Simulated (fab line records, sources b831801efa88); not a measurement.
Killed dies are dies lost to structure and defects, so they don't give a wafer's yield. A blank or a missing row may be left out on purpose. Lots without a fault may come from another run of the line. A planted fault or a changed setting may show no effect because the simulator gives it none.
Which tool did it? | flow sky130 | 14 lots, 42 wafers sampled, at 5 steps of a route of 708

WHAT THE GAUGES READ, wafer by wafer
SKY_SD_P_CD_MEAS_07: target cd 380 nm. Usual: cd_nm 379 nm, standard deviation 3.
lot  | measured     | on        | cd_nm (nm)  | flag
L254 | day 27 07:50 | cd_sem-01 | 379 377 381 |
L255 | day 27 13:47 | cd_sem-01 | 382 378 381 |
L253 | day 27 14:20 | cd_sem-01 | 378 377 378 |
L260 | day 28 06:28 | cd_sem-01 | 380 379 378 |
L261 | day 28 18:29 | cd_sem-02 | 378 378 378 |
L262 | day 29 06:11 | cd_sem-02 | 381 384 381 |
L265 | day 30 00:37 | cd_sem-02 | 382 383 380 |
L266 | day 30 07:38 | cd_sem-02 | 380 380 383 |
L268 | day 30 23:56 | cd_sem-01 | 378 380 380 |
L270 | day 31 15:30 | cd_sem-02 | 382 383 383 |
L271 | day 31 22:51 | cd_sem-02 | 378 374 375 |
L272 | day 32 06:11 | cd_sem-02 | 373 372 375 |
L274 | day 32 23:30 | cd_sem-01 | 381 380 381 |
L275 | day 33 01:44 | cd_sem-02 | 383 384 384 |

SKY_SD_N_RS_MEAS_16: measures by four-point-probe. Usual: SD_N_RS 68.57 ohm/sq, standard deviation 0.13.
lot  | measured     | on            | SD_N_RS (ohm/sq)                    | flag
L254 | day 29 16:40 | film_metro-02 | 68.70 68.67 68.65                   |
L255 | day 29 22:26 | film_metro-02 | 68.53 68.48 68.58                   |
L253 | day 29 22:50 | film_metro-04 | 68.56 68.41 68.63                   |
L260 | day 30 16:36 | film_metro-04 | 70.63 70.56 70.73 70.63 70.54 70.68 | OFF
L261 | day 31 03:05 | film_metro-01 | 70.73 70.80 70.82 70.82 70.69 70.92 | OFF
L262 | day 31 14:50 | film_metro-04 | 68.51 68.58 68.54                   |
L265 | day 32 09:44 | film_metro-02 | 68.54 68.42 68.37                   |
L266 | day 32 15:59 | film_metro-01 | 68.73 68.61 68.71                   |
L268 | day 33 06:29 | film_metro-04 | 68.38 68.31 68.46                   |
L270 | day 33 20:47 | film_metro-01 | 68.85 68.81 68.54                   |
L271 | day 34 05:05 | film_metro-01 | 68.63 68.58 68.58                   |
L272 | day 34 12:14 | film_metro-02 | 68.86 68.76 68.76                   |
L274 | day 35 06:29 | film_metro-01 | 68.70 68.65 68.74                   |
L275 | day 35 08:08 | film_metro-04 | 68.67 68.46 68.50                   |

SKY_LI_CONTACT_THK_MEAS_01. Usual: LI_CONTACT_HDPCVD_THK 920 nm, standard deviation 10.
lot  | measured     | on            | LI_CONTACT_HDPCVD_THK (nm) | flag
L254 | day 29 17:08 | film_metro-01 | 921 902 913                |
L255 | day 29 22:55 | film_metro-02 | 917 917 907                |
L253 | day 29 23:19 | film_metro-02 | 937 912 917                |
L262 | day 31 15:17 | film_metro-02 | 933 933 929                |
L265 | day 32 10:13 | film_metro-02 | 915 925 921                |
L266 | day 32 16:26 | film_metro-01 | 928 927 925                |
L268 | day 33 06:58 | film_metro-04 | 912 920 916                |
L270 | day 33 21:16 | film_metro-04 | 913 926 920                |
L271 | day 34 05:34 | film_metro-02 | 925 933 927                |
L272 | day 34 12:46 | film_metro-02 | 917 946 934                |
L274 | day 35 06:56 | film_metro-02 | 907 916 900                |
L275 | day 35 08:37 | film_metro-01 | 909 908 899                |

WHICH TOOL RAN EACH LOT (tool, then ch and the chambers of the sampled wafers, then the start)
lot  | SKY_SD_P_STRIP_10                    | SKY_SD_N_IMPLANT_10
L254 | plasma_asher-04 ch 0,1, day 27 08:08 | implanter-03 ch 0, day 29 16:09
L255 | plasma_asher-01 ch 0,1, day 27 14:06 | implanter-02 ch 0, day 29 21:54
L253 | plasma_asher-04 ch 0,1, day 27 14:39 | implanter-01 ch 0, day 29 22:18
L260 | plasma_asher-03 ch 0,1, day 28 06:44 | implanter-02, day 30 16:05
L261 | plasma_asher-03 ch 0,1, day 28 18:47 | implanter-03, day 31 02:30
L262 | plasma_asher-04 ch 0,1, day 29 06:29 | implanter-03 ch 0, day 31 14:18
L265 | plasma_asher-01 ch 0,1, day 30 00:55 | implanter-03 ch 0, day 32 09:12
L266 | plasma_asher-04 ch 0,1, day 30 07:56 | implanter-02 ch 0, day 32 15:27
L268 | plasma_asher-01 ch 0,1, day 31 00:15 | implanter-03 ch 0, day 33 05:57
L270 | plasma_asher-03 ch 0,1, day 31 15:49 | implanter-02 ch 0, day 33 20:15
L271 | plasma_asher-03 ch 0,1, day 31 23:10 | implanter-01 ch 0, day 34 04:33
L272 | plasma_asher-03 ch 0,1, day 32 06:30 | implanter-03 ch 0, day 34 11:42
L274 | plasma_asher-03 ch 0,1, day 32 23:47 | implanter-03 ch 0, day 35 05:58
L275 | plasma_asher-03 ch 0,1, day 33 02:03 | implanter-02 ch 0, day 35 07:36
- SKY_SD_P_STRIP_10: strips in O2/N2.
- SKY_SD_N_IMPLANT_10

WHAT THE TOOLS THEMSELVES READ (means of the sampled wafers that have a number; where no wafer has one, the mark that the record gives instead)
SKY_SD_P_STRIP_10. Usual: drypump_motor_current_A 6.0 A, standard deviation 0.5; oes_product_au 0.618 a.u., standard deviation 0.0046; strip_time_to_endpoint_s 17.50 s, standard deviation 0.044.
lot  | tool            | drypump_motor_current_A (A) | oes_product_au (a.u.) | strip_time_to_endpoint_s (s) | flag
L254 | plasma_asher-04 | 6.6                         | 0.616                 | 17.55                        |
L255 | plasma_asher-01 | 5.9                         | 0.616                 | 17.45                        |
L253 | plasma_asher-04 | 6.6                         | 0.619                 | 17.54                        |
L260 | plasma_asher-03 | 5.5                         | 0.620                 | 17.52                        |
L261 | plasma_asher-03 | 5.6                         | 0.619                 | 17.45                        |
L262 | plasma_asher-04 | 6.6                         | 0.621                 | 17.48                        |
L265 | plasma_asher-01 | 5.9                         | 0.612                 | 17.49                        |
L266 | plasma_asher-04 | 6.5                         | 0.616                 | 17.46                        |
L268 | plasma_asher-01 | 5.9                         | 0.623                 | 17.59                        |
L270 | plasma_asher-03 | 5.6                         | 0.619                 | 17.51                        |
L271 | plasma_asher-03 | 5.5                         | 0.617                 | 17.46                        |
L272 | plasma_asher-03 | 5.5                         | 0.614                 | 17.54                        |
L274 | plasma_asher-03 | 5.5                         | 0.614                 | 17.49                        |
L275 | plasma_asher-03 | 5.6                         | 0.620                 | 17.47                        |

SKY_SD_N_IMPLANT_10. Usual: beam_energy_keV 20.000, standard deviation 0.0067; beam_on_s 12.6 s, standard deviation 1.6.
lot  | tool         | beam_energy_keV | beam_on_s (s) | flag
L254 | implanter-03 | 20.002          | 13.0          |
L255 | implanter-02 | 20.000          | 13.7          |
L253 | implanter-01 | 20.003          | 10.0          |
L260 | implanter-02 | -               | -             | OFF
L261 | implanter-03 | -               | -             | OFF
L262 | implanter-03 | 20.004          | 13.3          |
L265 | implanter-03 | 20.003          | 13.1          |
L266 | implanter-02 | 19.996          | 13.9          |
L268 | implanter-03 | 19.994          | 13.2          |
L270 | implanter-02 | 20.009          | 13.8          |
L271 | implanter-01 | 20.000          | 10.0          |
L272 | implanter-03 | 19.999          | 13.3          |
L274 | implanter-03 | 19.998          | 13.2          |
L275 | implanter-02 | 20.004          | 13.8          |

THE ANSWER, worked out from the rows above alone
Rule: a lot is off if the mean of its wafers that have a number lies more than 3 standard deviations from the usual mean. A lot without any number at a reading at which 4 lots or more have one is off too. The other lots that the step has rows for count as sound. The gauges are gone through in route order, then the tools' own readings, and for those a lot's mean is taken as printed above. The first step at which some lot is off is used, and at that step the reading that is off furthest; a lot without a number counts as furthest.
Off: L260, L261, at SKY_SD_N_RS_MEAS_16 (SD_N_RS).
A tool fits if, at a process step before that reading, it ran every lot that is off, and no sound lot after the first of them. The gauges at SKY_SD_N_RS_MEAS_16 aren't tried: what is off there is off at SKY_SD_N_IMPLANT_10 too, on other tools, and a gauge's error can't cause that. None of those tried fits.

WHAT THE SIMULATOR HAD PUT IN
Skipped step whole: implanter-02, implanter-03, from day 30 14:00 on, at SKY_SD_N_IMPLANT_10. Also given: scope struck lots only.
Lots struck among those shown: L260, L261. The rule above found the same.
